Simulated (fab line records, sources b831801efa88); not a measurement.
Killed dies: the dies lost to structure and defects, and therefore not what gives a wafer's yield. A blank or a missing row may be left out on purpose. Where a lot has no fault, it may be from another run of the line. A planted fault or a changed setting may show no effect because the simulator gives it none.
Which tool did it? ; flow gf180mcu ; 14 lots, 42 wafers sampled, at 4 steps of a route of 602

## WHAT EACH GAUGE READ, for each wafer
GF_M5_CD_MEAS_07: the cd target is 280 nm.
lot;measured;on;cd nm (nm)
L695;day 26 01:31;cd sem-01;280.1 281.6 280.4
L696;day 26 09:06;cd sem-01;279.1 276.8 278.4
L697;day 26 18:56;cd sem-02;280.8 279.4 279.0
L698;day 27 01:35;cd sem-01;280.1 280.1 280.0
L703;day 28 15:35;cd sem-01;281.1 281.3 280.9
L704;day 29 05:17;cd sem-02;279.7 280.1 279.8
L705;day 29 15:05;cd sem-02;278.9 279.4 279.0
L710;day 31 04:22;cd sem-01;278.1 278.6 277.6
L711;day 31 09:46;cd sem-02;278.9 279.6 279.0
L714;day 32 03:49;cd sem-02;280.6 278.9 280.7
L715;day 32 14:20;cd sem-02;281.0 280.1 280.4
L716;day 32 13:29;cd sem-02;281.3 282.3 282.0
L717;day 32 18:38;cd sem-01;279.7 279.8 280.1
L718;day 32 20:20;cd sem-02;281.3 280.1 280.1

GF_TOP_METAL_CD_MEAS_14: the cd target is 440 nm.
lot;measured;on;cd nm (nm)
L695;day 27 21:23;cd sem-01;440.7 442.2 440.3
L696;day 28 05:13;cd sem-01;437.8 439.8 439.3
L697;day 28 13:08;cd sem-02;440.8 442.3 442.6
L698;day 28 20:07;cd sem-01;438.1 438.1 441.8
L703;day 30 07:47;cd sem-01;439.5 439.5 438.2
L704;day 30 20:31;cd sem-01;439.7 440.2 442.8
L705;day 31 06:52;cd sem-02;437.1 436.6 436.4
L710;day 32 17:40;cd sem-02;439.2 438.5 440.8
L711;day 32 22:26;cd sem-01;441.2 441.0 439.6
L714;day 33 14:58;cd sem-02;440.5 441.1 439.9
L715;day 34 01:47;cd sem-02;437.6 438.7 440.7
L716;day 33 23:29;cd sem-01;439.7 442.1 436.6
L717;day 34 05:26;cd sem-02;438.0 436.3 437.0
L718;day 34 07:08;cd sem-01;437.0 438.9 437.5

GF_PASSIVATION_THK_MEAS_03.
lot;measured;on;PASSIVATION_CVD_02_THK (nm)
L695;day 27 22:46;film metro-04;676 688 697
L696;day 28 06:30;film metro-04;713 704 708
L697;day 28 14:26;film metro-04;686 689 692
L698;day 28 21:25;film metro-04;693 693 705
L703;day 30 09:05;film metro-04;696 699 711
L704;day 30 22:01;film metro-04;696 700 703
L705;day 31 08:11;film metro-02;705 713 717
L710;day 32 19:01;film metro-04;714 703 717
L711;day 32 23:46;film metro-04;699 700 708
L714;day 33 16:16;film metro-01;689 700 703
L715;day 34 03:06;film metro-01;693 676 685
L716;day 34 00:49;film metro-01;698 715 713
L717;day 34 06:46;film metro-01;696 691 704
L718;day 34 08:30;film metro-04;695 696 705

## WHICH TOOL RAN EACH LOT (tool, then ch and the chambers of the sampled wafers, then the start)
lot;GF_DUAL_GATE_DEVELOP_10
L695;litho track-03 ch 0, day 8 07:17
L696;litho track-03 ch 0, day 8 12:09
L697;litho track-03 ch 0, day 8 23:45
L698;litho track-04 ch 0, day 9 03:56
L703;litho track-03 ch 0, day 10 12:24
L704;litho track-04 ch 0, day 11 01:28
L705;litho track-03 ch 0, day 11 06:56
L710;litho track-01 ch 0, day 12 18:35
L711;litho track-01 ch 0, day 12 23:17
L714;litho track-04 ch 0, day 14 02:44
L715;litho track-01 ch 0, day 14 11:14
L716;litho track-01 ch 0, day 14 11:34
L717;litho track-01 ch 0, day 14 20:25
L718;litho track-03 ch 0, day 15 01:44
- GF_DUAL_GATE_DEVELOP_10: develop time 60 s.

## AS READ BY THE TOOLS THEMSELVES (means over the sampled wafers that have a number; for cases with no such wafer, the mark the record gives instead)
GF_DUAL_GATE_DEVELOP_10.
lot;tool;developer temp C (C)
L695;litho track-03;23.02
L696;litho track-03;22.91
L697;litho track-03;22.97
L698;litho track-04;23.05
L703;litho track-03;22.97
L704;litho track-04;22.90
L705;litho track-03;23.16
L710;litho track-01;23.09
L711;litho track-01;22.93
L714;litho track-04;22.94
L715;litho track-01;23.11
L716;litho track-01;23.01
L717;litho track-01;22.96
L718;litho track-03;23.00

## THE ANSWER, worked out from the rows above alone
Rule: what is usual is taken from the lots themselves. The widest of any qualifying gaps counts: lots, ordered by their means at a reading, are off when they make up no more than a third of the lots, leave a main group of 4 or more, and stand apart from it by 3 or more times the standard deviation of that group's means. Not used: any main group whose means are identical at the precision the tables above print for the reading. Also off: a lot with no number at a reading for which 4 or more lots have one. Any other lot the step has rows for is counted as sound. The gauges are gone through in route order, then the tools' own readings, and for those a lot's mean is taken as printed above. At the first step where some lot is off, the reading lying furthest off is the one used; lots without a number count as furthest.
None of the lots is off at any reading shown; this tells nothing.

## WHAT THE SIMULATOR PUT IN
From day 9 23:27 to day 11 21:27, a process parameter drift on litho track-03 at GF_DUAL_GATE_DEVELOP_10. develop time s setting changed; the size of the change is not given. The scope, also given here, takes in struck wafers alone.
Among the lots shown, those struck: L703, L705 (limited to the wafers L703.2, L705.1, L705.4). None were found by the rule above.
